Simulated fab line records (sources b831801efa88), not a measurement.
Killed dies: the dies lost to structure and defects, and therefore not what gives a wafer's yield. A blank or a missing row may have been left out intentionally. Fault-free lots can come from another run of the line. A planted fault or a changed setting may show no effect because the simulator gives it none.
Problem report in the 8D (eight disciplines) form, filled by code -- flow gf180mcu -- the parts of the form that need people (team, actions taken, sign-off) are left out

== 1. THE PROBLEM ==
Mean of bias w at GF_M2_METAL_ETCH_16: 214.8 W across 6 wafers in 2 lots; on wafers with no fault it is 140.0 W (standard deviation 0.48). So: +99 or more standard deviations from the usual mean.
The step: etches the open film in Cl2/BCl3, stops on SiO2, target depth 750.8 nm, time 125.1 s.
First observed at day 25 07:19: wafer L355.1, on rie metal-03. Wafers with a number at this step in the record: 33, from 11 lots. Rule for "out", or "out of limits": more than 4 standard deviations from the usual mean. The other wafers with a number count as sound.

== 2. WHAT THIS IS AND IS NOT ==
question,is,is not
which readings at this step,bias w,"drypump motor current A, throttle valve pct"
which lots,"L355, L357","L338, L340, L341, L343, L345, L351, L352, L353, L356"
which wafers of those lots,all that have a number,-
read on which tools,rie metal-03,"rie metal-01, rie metal-02"
when,from day 25 07:19,up to then (24 sound wafers); but 3 sound wafers of L356 came after

== 3. SUSPECTS, AND WHAT RULES EACH OUT ==
Counting: any tool at a process step up to the reading is kept as a suspect provided that every lot that is out went through it and no sound lot did after the first of them.
- rie metal-03 at GF_M2_METAL_ETCH_16 (etches the open film in Cl2/BCl3, stops on SiO2, target depth 750.8 nm, time 125.1 s): kept. All lots that are out passed through it, beginning with L355 at day 25 07:19, and no sound lot followed; its final sound lot before that point was L353 at day 24 17:31. On those wafers its own readings are out: bias w.
The count leaves rie metal-03 at GF_M2_METAL_ETCH_16.

== 4. THE CAUSE (what the simulator had put in) ==
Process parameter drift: rie metal-03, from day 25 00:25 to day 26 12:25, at GF_M2_METAL_ETCH_16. A move of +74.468 in setting bias w, from 140. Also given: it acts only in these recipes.
This tool alone remained once counting was done.

== 5. THE EFFECT CHAIN, in route order ==
Each row: a reading whose mean over the struck wafers that have a number lies more than 3 standard deviations from the usual. Scope: only readings with a usual standard deviation given in the record; hours: median across lots of the time from each lot's start at the first step in this table that gives one to its start at this step; sigmas: change in usual standard deviations.
hours,step,reading,usual,on struck wafers,change,sigmas
0,GF_M2_METAL_ETCH_16,bias w,140.0 W,214.8,+74.8,+99 or more
0,GF_M2_STRIP_17,oes product au,0.538 a.u.,0.522,-0.016,-3.4
0,GF_M2_STRIP_17,strip time to endpoint s,7.40 s,6.99,-0.42,-6.8
Here are the process steps it includes:
- GF_M2_METAL_ETCH_16: etches the open film in Cl2/BCl3, stops on SiO2, target depth 750.8 nm, time 125.1 s.
- GF_M2_STRIP_17: strips in O2/N2.
Later steps that measure or inspect, where all struck wafers having a row at the step show a number for every such reading and not one has moved that far: GF_V3_OVL_MEAS_15.

== 6. WHAT WOULD HAVE CAUGHT IT SOONER ==
First out-of-limits reading in this record: day 25 07:19, which is 7 hours after fault onset at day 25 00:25.
